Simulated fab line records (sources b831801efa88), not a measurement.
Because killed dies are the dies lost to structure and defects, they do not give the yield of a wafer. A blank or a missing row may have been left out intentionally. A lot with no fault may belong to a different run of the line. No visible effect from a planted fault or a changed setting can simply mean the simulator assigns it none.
A single fault, viewed from 2 desks -- flow gf180mcu -- numbers are kept per desk, each desk with only its own; the story behind them comes last

FROM THE METROLOGY DESK
What the gauges read, lot by lot, whatever tool the lot ran on: means of the sampled wafers that have a number. If a lot's mean is further than 4 standard deviations from the usual mean, the lot is out of limits and carries the mark OUT (the distance appears in the brackets).
Columns: A = cd-nm at GF_V4_CD_MEAS_14, usual 260.2 nm; B = V4_W_RS at GF_V4_RS_MEAS_24, usual 0.328 ohm/sq
lot,first seen here,A,B
L524,day 24 04:34,262.0,0.334
L525,day 24 12:37,261.4,0.328
L527,day 25 14:16,255.3,0.332
L528,day 25 21:54,255.3,0.332
L529,day 26 06:14,261.0,0.329
L531,day 26 13:42,260.0,0.325
L537,day 28 18:57,258.8,0.327
L538,day 29 10:46,258.7,0.328
L542,day 30 10:08,260.5,0.330
L543,day 30 11:04,261.2,0.334
L545,day 30 22:19,259.5,0.328
L546,day 31 01:04,260.9,0.328
L547,day 31 08:14,261.6,0.331
Finding of this desk: none of the 13 lots has anything out of limits.

DESK OF THE TOOL OWNER: litho-track-04
The tool's own readings at GF_V4_PEB_12 (peb time 90 s): means of the sampled wafers that have a number, for each lot that ran on this tool. If a lot's mean is further than 4 standard deviations from the usual mean, the lot is out of limits and carries the mark OUT (the distance appears in the brackets).
Columns: A = heater-power-total-W at GF_V4_PEB_12, usual 85.71 W
lot,first seen here,A
L524,day 24 04:13,85.64
L525,day 24 12:16,85.68
L527,day 25 13:55,92.06 (+79) OUT
L528,day 25 21:27,92.16 (+81) OUT
L538,day 29 10:25,85.65
L542,day 30 09:48,85.72
L543,day 30 10:43,85.77
L546,day 31 00:43,85.72
This desk's verdict: out of limits on L527, L528, starting with L527 at day 25 13:55 (heater-power-total-W at GF_V4_PEB_12). L524, L525, L538, L542, L543, L546 stayed within limits.

ALL TOGETHER
An alarm could have come from the tool owner's desk at day 25 13:55, on L527, L528.
The metrology desk saw nothing out of limits.
The metrology desk holds a record of L527, L528, inside its limits.
Of the lots named, all ran GF_V4_PEB_12 on litho-track-04.

WHAT HAD BEEN PUT IN BY THE SIMULATOR
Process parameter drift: litho-track-04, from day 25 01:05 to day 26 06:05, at GF_V4_PEB_12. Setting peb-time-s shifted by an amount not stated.
Lots struck among those shown: L527, L528.
How many hours passed from the start of the fault until each desk's first out-of-limits reading: the tool owner's desk, 13.
